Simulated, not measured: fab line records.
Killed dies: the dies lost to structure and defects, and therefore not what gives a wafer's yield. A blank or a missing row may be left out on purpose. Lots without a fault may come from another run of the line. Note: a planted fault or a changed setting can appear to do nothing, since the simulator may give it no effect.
Comparing a struck lot with a sound one	flow gf180mcu	15 steps out of a route of 602
Sound: these wafers, L418.1, L418.2, L418.5. The struck wafers were L410.2, L410.5, L410.6. Last of all comes the cause.
For every step that has rows: the tool of each side, followed by ch and its chambers, followed by its first start. Under that, the readings that differ: sound wafers	struck wafers	difference of the means	sigmas: that difference in standard deviations of wafers without a fault.
alike: words and numbers the same on both sides, and readings whose means are apart by under 2 such deviations; not compared: readings that were withheld, readings missing a value for some wafer, numbers with overlapping values and no deviation given by the record, and bounds like >300 which may hide the same value.
The two part at a step that has a row with sigmas, a row that says differs or no value, or rows on one side only. Numbers that don't overlap but have no deviation are shown without sigmas and don't part them. A reading that every wafer of one side lacks parts them only if that side has two wafers or more.

first, 1 step without rows for these wafers: GF_V2_ETCH_16 (etches BARC in N2/H2).
GF_V2_ETCH_17: etches SiO2 in C4F8/O2/Ar, stops on TiN, target depth 630 nm.
  sound: rie_diel-02 ch 0,1; struck: rie_diel-01 ch 0,1,2
  alike: chamber_pressure_mTorr, oes_product_au
GF_V2_STRIP_18: strips in O2/N2.
  sound on plasma_asher-02 ch 0,1, day 24 02:25; struck on plasma_asher-02 ch 0,1, day 21 06:52
  alike: chamber_pressure_mTorr, drypump_motor_current_A, heater_power_w, oes_product_au
  not compared: rf_hours_counter_h
then, 3 steps without rows for these wafers: GF_V2_STRIP_19 (strips in post etch residue remover, time 1200 s); GF_V2_CLEAN_20 (cleans in DIW); GF_V2_SPUTTER_21 (material Ti, target thk 15 nm, time 80.02 s).
GF_V2_SPUTTER_22: material TiN, target thk 10 nm, time 40 s.
  sound: pvd_sputter-03 at day 24 03:03; struck: pvd_sputter-04 at day 21 07:52
  alike: throttle_valve_pct
GF_V2_CVD_23: deposits W, target thk 350 nm, time 104.94 s.
  sound on cvd_w-02 ch 0,1, day 24 03:05; struck on cvd_w-02 ch 1, day 21 07:56
  alike: chamber_pressure_Torr, heater_power_w
GF_V2_RS_MEAS_24: measures by four-point-probe.
  sound: film_metro-03 at day 24 03:12; struck: film_metro-01 at day 21 08:08
  alike: V2_W_RS
GF_V2_THK_MEAS_25: measures by xrf.
  sound: film_metro-03 at day 24 03:19; struck: film_metro-01 at day 21 08:15
  alike: V2_W_THK
then, 1 step without rows for these wafers: GF_V2_CMP_26 (polishes, stops on SiO2, t overpolish 15 s, target thk 0 nm).
GF_M3_SPUTTER_00: material Ti, target thk 37.5 nm, time 150 s.
  sound: pvd_sputter-04 at day 24 03:41; struck: pvd_sputter-03 at day 21 08:36
  alike: throttle_valve_pct
GF_M3_SPUTTER_01: material TiN, target thk 30 nm, time 25 s.
  sound: pvd_sputter-04 at day 24 03:47; struck: pvd_sputter-03 at day 21 08:42
reading	sound	struck	difference	sigmas
model.TiN_of_M3_SPUTTER_01.thk_nm (nm)	29.98 29.62 29.98	16.18 16.51 16.52	-13.46	
  alike: throttle_valve_pct
then, 1 step without rows for these wafers: GF_M3_SPUTTER_02 (material AlCu, target thk 450 nm, time 23.9 s).
-- the record jumps here: 9 days lie between the struck wafers' starts before and after (it left off in module M3 and takes up again in module PASSIVATION, whose first step shown is number 602 of the route) --
GF_PASSIVATION_PROBE_99:
  only the struck wafers here have rows in the record (prober-02, day 29 21:22); the sound ones have none

== WHERE THEY PART ==
Within this record, at GF_PASSIVATION_PROBE_99 only.

WHY: what the simulator had put in
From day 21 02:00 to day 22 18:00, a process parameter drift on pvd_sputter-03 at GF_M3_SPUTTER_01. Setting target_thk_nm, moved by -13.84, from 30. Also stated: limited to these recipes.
